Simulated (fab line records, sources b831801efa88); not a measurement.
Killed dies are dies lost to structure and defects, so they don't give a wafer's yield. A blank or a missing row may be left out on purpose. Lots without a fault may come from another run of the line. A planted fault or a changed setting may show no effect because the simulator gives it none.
A struck lot beside a sound one | flow sky130 | 16 steps out of a route of 708
Sound: wafers L570.2, L570.3, L570.4. Struck: wafer L580.1. (L580.3 of the same lot was not struck and is left out.) The cause comes at the end.
At each step with rows: each side's tool, then ch and its chambers, then its first start. Under that, the readings that differ: sound wafers | struck wafers | difference of the means | sigmas: that difference in standard deviations of wafers without a fault.
alike: readings whose means differ by less than 2 such deviations, and words and numbers that are the same on both sides. not compared: withheld readings, readings that some wafer has no value for, bounds like >300 that may hide the same value, and numbers for which the record gives no deviation and whose values overlap.
The two part at a step that has a row with sigmas, a row that says differs or no value, or rows on one side only. Numbers that don't overlap but have no deviation are shown without sigmas and don't part them. A reading that every wafer of one side lacks parts them only if that side has two wafers or more.

first, 3 steps without rows for these wafers: SKY_METAL1_EXPOSE_12 (exposes mask MM1, target cd 140 nm); SKY_METAL1_PEB_13; SKY_METAL1_DEVELOP_14 (develop time 60 s).
SKY_METAL1_CD_MEAS_15: target cd 140 nm.
  sound on cd_sem-01, day 35 16:44; struck on cd_sem-02, day 37 23:20
  reading    | sound             | struck | difference | sigmas
  cd_nm (nm) | 141.9 140.8 141.9 | 137.8  | -3.7       | -2
SKY_METAL1_OVL_MEAS_16:
  sound on overlay-02, day 35 16:51; struck on overlay-02, day 37 23:27
  reading         | sound     | struck | difference | sigmas
  METAL1_OVL (nm) | -5 -12 -6 | 6      | +14        | +3
SKY_METAL1_DESCUM_17: chemistry O2, time 8 s.
  sound on rie_metal-04 ch 0,1, day 35 16:53; struck on rie_metal-02 ch 0, day 37 23:29
  alike: drypump_motor_current_A, oes_product_au, rf_fwd_power_W, temp_c
  not compared: rf_hours_counter_h
SKY_METAL1_ETCH_18: etches BARC in N2/H2, stops on SiO2, time 45.9 s, target depth 60 nm.
  sound on rie_metal-04 ch 0,1, day 35 16:55; struck on rie_metal-02 ch 0, day 37 23:31
  alike: drypump_motor_current_A, n2_flow_sccm, oes_product_au, rf_fwd_power_W, throttle_valve_pct
  not compared: rf_hours_counter_h
SKY_METAL1_METAL_ETCH_19: etches the open film in Cl2/BCl3, stops on SiO2, target depth 360 nm, time 78 s.
  sound on rie_metal-04 ch 0,1, day 35 16:58; struck on rie_metal-02 ch 0, day 37 23:35
  alike: drypump_motor_current_A, oes_product_au, rf_fwd_power_W, throttle_valve_pct
  not compared: rf_hours_counter_h
SKY_METAL1_STRIP_20: strips in O2/N2.
  sound on plasma_asher-04 ch 0,1, day 35 17:04; struck on plasma_asher-01 ch 0, day 37 23:40
  alike: drypump_motor_current_A, n2_flow_sccm, oes_product_au, strip_time_to_endpoint_s
  not compared: rf_hours_counter_h
then, 3 steps without rows for these wafers: SKY_METAL1_STRIP_21 (strips in post etch residue remover, time 1200 s); SKY_METAL1_CLEAN_22 (cleans in IPA, time 180 s); SKY_METAL1_CLEAN_23 (cleans in O3/DIW).
SKY_VIA1_HDPCVD_00: deposits SiO2, target thk 1030 nm, time 171.7 s.
  sound on hdpcvd-01 ch 0,1,2, day 35 17:40; struck on hdpcvd-01 ch 2, day 38 00:16
  reading                                  | sound             | struck | difference | sigmas
  run_length_s (s)                         | 200.3 200.1 200.1 | 156.8  | -43.4      | -83
  model.SiO2_of_VIA1_HDPCVD_00.thk_nm (nm) | 1033 1036 1037    | 762    | -273       |
SKY_VIA1_THK_MEAS_01:
  sound on film_metro-04, day 35 17:47; struck on film_metro-04, day 38 00:37
  reading              | sound          | struck | difference | sigmas
  VIA1_HDPCVD_THK (nm) | 1033 1036 1038 | 762    | -274       | -27
  not compared: hold
SKY_VIA1_CMP_02: polishes SiO2.
  sound on cmp-02 ch 0,1,2, day 35 17:53; struck on cmp-02 ch 2, day 38 02:05
  reading | sound | struck                   | difference                   | sigmas
  hold    | - - - | await_dispo/1.3h/release | no value on the sound wafers |
  alike: motor_current_A
-- the record jumps here: 12 days lie between the struck wafers' starts before and after (it left off in module VIA1 and takes up again in module PAD_OPEN, whose first step shown is number 708 of the route) --
SKY_PAD_OPEN_PROBE_99:
  sound on prober-01, day 48 02:08; struck on prober-01, day 49 18:41
  alike: defect_limited_yield, killed_at_M0_to_M3, killed_at_M4_up, killed_at_contacts, killed_at_front_end, killed_at_other, killed_dies, killed_open, killed_short, sort_bin_3_pad_short, sort_bin_5_function, sort_bin_6_memory, sort_n_pass, sort_yield_pct

WHERE THEY PART
First at SKY_METAL1_CD_MEAS_15; last, within this record, at SKY_VIA1_CMP_02. Later steps at which nothing parts them and some readings are alike: SKY_PAD_OPEN_PROBE_99.

WHY: what the simulator had put in
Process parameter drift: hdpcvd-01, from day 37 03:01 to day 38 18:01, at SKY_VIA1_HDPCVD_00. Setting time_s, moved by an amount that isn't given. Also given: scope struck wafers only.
